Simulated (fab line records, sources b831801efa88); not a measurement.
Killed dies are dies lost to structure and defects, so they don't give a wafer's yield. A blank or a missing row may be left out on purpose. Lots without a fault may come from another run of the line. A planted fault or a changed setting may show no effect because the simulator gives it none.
Which tool did it? | flow gf180mcu | 14 lots, 42 wafers sampled, at 6 steps of a route of 602

WHAT THE GAUGES READ, wafer by wafer
GF_POLY_GATE_CD_MEAS_10: target cd 280 nm.
lot  | measured     | on        | cd_nm (nm)
L680 | day 10 02:16 | cd_sem-02 | 279.0 278.8 278.0
L681 | day 10 10:59 | cd_sem-02 | 280.9 280.9 281.0
L682 | day 10 12:58 | cd_sem-02 | 278.8 277.8 278.5
L685 | day 11 03:23 | cd_sem-01 | 278.8 279.0 279.1
L684 | day 11 03:40 | cd_sem-02 | 283.1 282.1 282.0
L686 | day 11 19:35 | cd_sem-01 | 280.3 280.8 279.7
L688 | day 11 20:50 | cd_sem-02 | 279.9 279.2 280.0
L689 | day 12 04:14 | cd_sem-01 | 281.1 281.3 280.5
L691 | day 12 16:47 | cd_sem-02 | 281.0 280.4 280.8
L693 | day 13 04:03 | cd_sem-02 | 278.3 278.2 277.8
L694 | day 13 12:56 | cd_sem-01 | 279.5 279.5 279.8
L700 | day 15 07:44 | cd_sem-02 | 280.8 281.1 281.6
L701 | day 15 12:46 | cd_sem-01 | 281.5 281.4 282.7
L702 | day 15 20:10 | cd_sem-02 | 278.6 278.7 279.0

GF_HV_LDD_TW_MEAS_11.
lot  | measured     | on            | HV_LDD_TW
L680 | day 10 22:37 | film_metro-02 | 2425 2422 2418
L681 | day 11 07:55 | film_metro-01 | 2422 2417 2405
L682 | day 11 09:05 | film_metro-02 | 2437 2416 2422
L685 | day 11 23:42 | film_metro-02 | 2423 2420 2422
L684 | day 12 01:01 | film_metro-01 | 2419 2420 2421
L686 | day 12 16:45 | film_metro-01 | 2436 2435 2428
L688 | day 12 18:23 | film_metro-02 | 2401 2425 2405
L689 | day 13 01:33 | film_metro-01 | 2402 2409 2407
L691 | day 13 15:26 | film_metro-01 | 2414 2416 2419
L693 | day 14 04:26 | film_metro-03 | 30 30 30
L694 | day 14 12:34 | film_metro-03 | 30 30 30
L700 | day 16 07:22 | film_metro-01 | 2431 2411 2404
L701 | day 16 12:51 | film_metro-02 | 2400 2417 2411
L702 | day 16 19:47 | film_metro-01 | 2434 2423 2417

GF_HV_LDD_RS_MEAS_53: measures by four-point-probe.
lot  | measured     | on            | HV_LDD_RS (ohm/sq)
L680 | day 13 08:16 | film_metro-01 | 421.8 422.4 421.5
L681 | day 13 18:19 | film_metro-03 | 421.7 422.6 423.4
L682 | day 13 19:32 | film_metro-01 | 422.8 423.0 423.1
L685 | day 14 10:14 | film_metro-02 | 423.5 422.9 424.2
L684 | day 14 12:57 | film_metro-02 | 425.3 424.7 425.4
L686 | day 15 06:13 | film_metro-01 | 424.3 424.1 424.3
L688 | day 15 07:29 | film_metro-03 | 420.6 422.5 422.8
L689 | day 15 15:55 | film_metro-01 | 423.4 423.7 423.7
L691 | day 16 07:13 | film_metro-02 | 424.5 423.6 425.3
L693 | day 16 20:22 | film_metro-03 | 878.2 879.3 880.5
L694 | day 17 05:31 | film_metro-02 | 882.1 881.9 881.0
L700 | day 19 06:35 | film_metro-03 | 421.2 421.7 422.0
L701 | day 19 14:32 | film_metro-02 | 424.7 423.2 424.3
L702 | day 19 19:41 | film_metro-02 | 421.8 422.5 422.4

WHICH TOOL RAN EACH LOT (tool, then ch and the chambers of the sampled wafers, then the start)
lot  | GF_VT_IMPLANT_STRIP_20               | GF_HV_LDD_IMPLANT_09            | GF_HV_LDD_RTA_52
L680 | plasma_asher-01 ch 0,1, day 7 02:02  | implanter-02 ch 0, day 10 22:22 | rtp_anneal-01 ch 0, day 13 08:08
L681 | plasma_asher-01 ch 0,1, day 7 11:16  | implanter-02 ch 0, day 11 07:41 | rtp_anneal-01 ch 0, day 13 18:14
L682 | plasma_asher-02 ch 0,1, day 7 13:04  | implanter-04 ch 0, day 11 08:50 | rtp_anneal-02 ch 0, day 13 19:28
L685 | plasma_asher-01 ch 0,1, day 8 01:56  | implanter-02 ch 0, day 11 23:27 | rtp_anneal-02 ch 0, day 14 10:10
L684 | plasma_asher-03 ch 0,1, day 8 02:14  | implanter-02 ch 0, day 12 00:46 | rtp_anneal-02 ch 0, day 14 12:52
L686 | plasma_asher-02 ch 0,1, day 8 14:41  | implanter-02 ch 0, day 12 16:30 | rtp_anneal-02 ch 0, day 15 06:09
L688 | plasma_asher-03 ch 1, day 8 16:32    | implanter-04 ch 0, day 12 18:08 | rtp_anneal-02 ch 0, day 15 07:25
L689 | plasma_asher-02 ch 1, day 8 23:17    | implanter-02 ch 0, day 13 01:18 | rtp_anneal-02 ch 0, day 15 15:52
L691 | plasma_asher-01 ch 0,1, day 9 10:02  | implanter-04 ch 0, day 13 15:11 | rtp_anneal-01 ch 0, day 16 07:10
L693 | plasma_asher-02 ch 0,1, day 9 20:32  | implanter-02, day 14 04:11      | rtp_anneal-01 ch 0, day 16 20:18
L694 | plasma_asher-02 ch 0,1, day 10 03:28 | implanter-02, day 14 12:20      | rtp_anneal-01 ch 0, day 17 05:26
L700 | plasma_asher-02 ch 0,1, day 11 16:25 | implanter-04 ch 0, day 16 07:07 | rtp_anneal-02 ch 0, day 19 06:31
L701 | plasma_asher-01 ch 0,1, day 11 20:44 | implanter-02 ch 0, day 16 12:37 | rtp_anneal-01 ch 0, day 19 14:28
L702 | plasma_asher-03 ch 0,1, day 12 02:40 | implanter-03 ch 0, day 16 19:34 | rtp_anneal-01 ch 0, day 19 19:35
- GF_VT_IMPLANT_STRIP_20: strips in O2/N2.
- GF_HV_LDD_IMPLANT_09
- GF_HV_LDD_RTA_52: time 10 s.

WHAT THE TOOLS THEMSELVES READ (means of the sampled wafers that have a number; where no wafer has one, the mark that the record gives instead)
GF_VT_IMPLANT_STRIP_20.
lot  | tool            | drypump_motor_current_A (A) | heater_power_w (W) | oes_product_au (a.u.) | strip_time_to_endpoint_s (s)
L680 | plasma_asher-01 | 5.5                         | 310                | 0.716                 | 12.654
L681 | plasma_asher-01 | 5.5                         | 311                | 0.718                 | 12.668
L682 | plasma_asher-02 | 5.4                         | 311                | 0.716                 | 12.669
L685 | plasma_asher-01 | 5.6                         | 303                | 0.712                 | 12.652
L684 | plasma_asher-03 | 6.4                         | 300                | 0.715                 | 12.640
L686 | plasma_asher-02 | 5.4                         | 317                | 0.717                 | 12.626
L688 | plasma_asher-03 | 6.1                         | 294                | 0.716                 | 12.666
L689 | plasma_asher-02 | 5.3                         | 335                | 0.716                 | 12.634
L691 | plasma_asher-01 | 5.5                         | 309                | 0.718                 | 12.653
L693 | plasma_asher-02 | 5.5                         | 315                | 0.720                 | 12.638
L694 | plasma_asher-02 | 5.5                         | 311                | 0.718                 | 12.656
L700 | plasma_asher-02 | 5.5                         | 306                | 0.722                 | 12.682
L701 | plasma_asher-01 | 5.5                         | 314                | 0.719                 | 12.658
L702 | plasma_asher-03 | 6.3                         | 289                | 0.715                 | 12.652

GF_HV_LDD_IMPLANT_09.
lot  | tool         | beam_energy_keV | beam_on_s (s)
L680 | implanter-02 | 40.002          | 9.87
L681 | implanter-02 | 40.003          | 9.97
L682 | implanter-04 | 39.995          | 10.03
L685 | implanter-02 | 39.999          | 9.78
L684 | implanter-02 | 40.007          | 10.07
L686 | implanter-02 | 40.002          | 9.91
L688 | implanter-04 | 39.994          | 10.00
L689 | implanter-02 | 39.987          | 10.20
L691 | implanter-04 | 39.992          | 9.97
L693 | implanter-02 | -               | -
L694 | implanter-02 | -               | -
L700 | implanter-04 | 40.014          | 10.03
L701 | implanter-02 | 39.995          | 10.13
L702 | implanter-03 | 40.002          | 9.94

GF_HV_LDD_RTA_52.
lot  | tool          | lamp_power_pct (%) | wafer_temp_C_max
L680 | rtp_anneal-01 | 37                 | 1003.0
L681 | rtp_anneal-01 | 37                 | 1004.5
L682 | rtp_anneal-02 | 30                 | 1003.8
L685 | rtp_anneal-02 | 30                 | 1003.7
L684 | rtp_anneal-02 | 30                 | 1004.4
L686 | rtp_anneal-02 | 30                 | 1003.1
L688 | rtp_anneal-02 | 30                 | 1003.0
L689 | rtp_anneal-02 | 30                 | 1003.3
L691 | rtp_anneal-01 | 37                 | 1004.8
L693 | rtp_anneal-01 | 37                 | 1003.7
L694 | rtp_anneal-01 | 37                 | 1002.9
L700 | rtp_anneal-02 | 30                 | 1004.0
L701 | rtp_anneal-01 | 37                 | 1003.7
L702 | rtp_anneal-01 | 37                 | 1003.8

THE ANSWER, worked out from the rows above alone
Rule: what is usual is taken from the lots themselves. Put in order of their means at a reading, lots are off if they are a third of the lots or fewer, leave a main group of 4 or more, and stand apart from it by a gap of 3 or more times the standard deviation of the main group's means; of several such gaps the widest counts. A main group whose means are all the same, to the digits that the tables above print for the reading, isn't used. A lot without any number at a reading at which 4 lots or more have one is off too. The other lots that the step has rows for count as sound. The gauges are gone through in route order, then the tools' own readings, and for those a lot's mean is taken as printed above. The first step at which some lot is off is used, and at that step the reading that is off furthest; a lot without a number counts as furthest.
Off: L693, L694, at GF_HV_LDD_TW_MEAS_11 (HV_LDD_TW). The main group: mean 2418, standard deviation 7.3.
A tool fits if, at a process step before that reading, it ran every lot that is off, and no sound lot after the first of them. The gauges at GF_HV_LDD_TW_MEAS_11 aren't tried: what is off there is off at GF_HV_LDD_IMPLANT_09 too, on other tools, and a gauge's error can't cause that. None of those tried fits.

WHAT THE SIMULATOR HAD PUT IN
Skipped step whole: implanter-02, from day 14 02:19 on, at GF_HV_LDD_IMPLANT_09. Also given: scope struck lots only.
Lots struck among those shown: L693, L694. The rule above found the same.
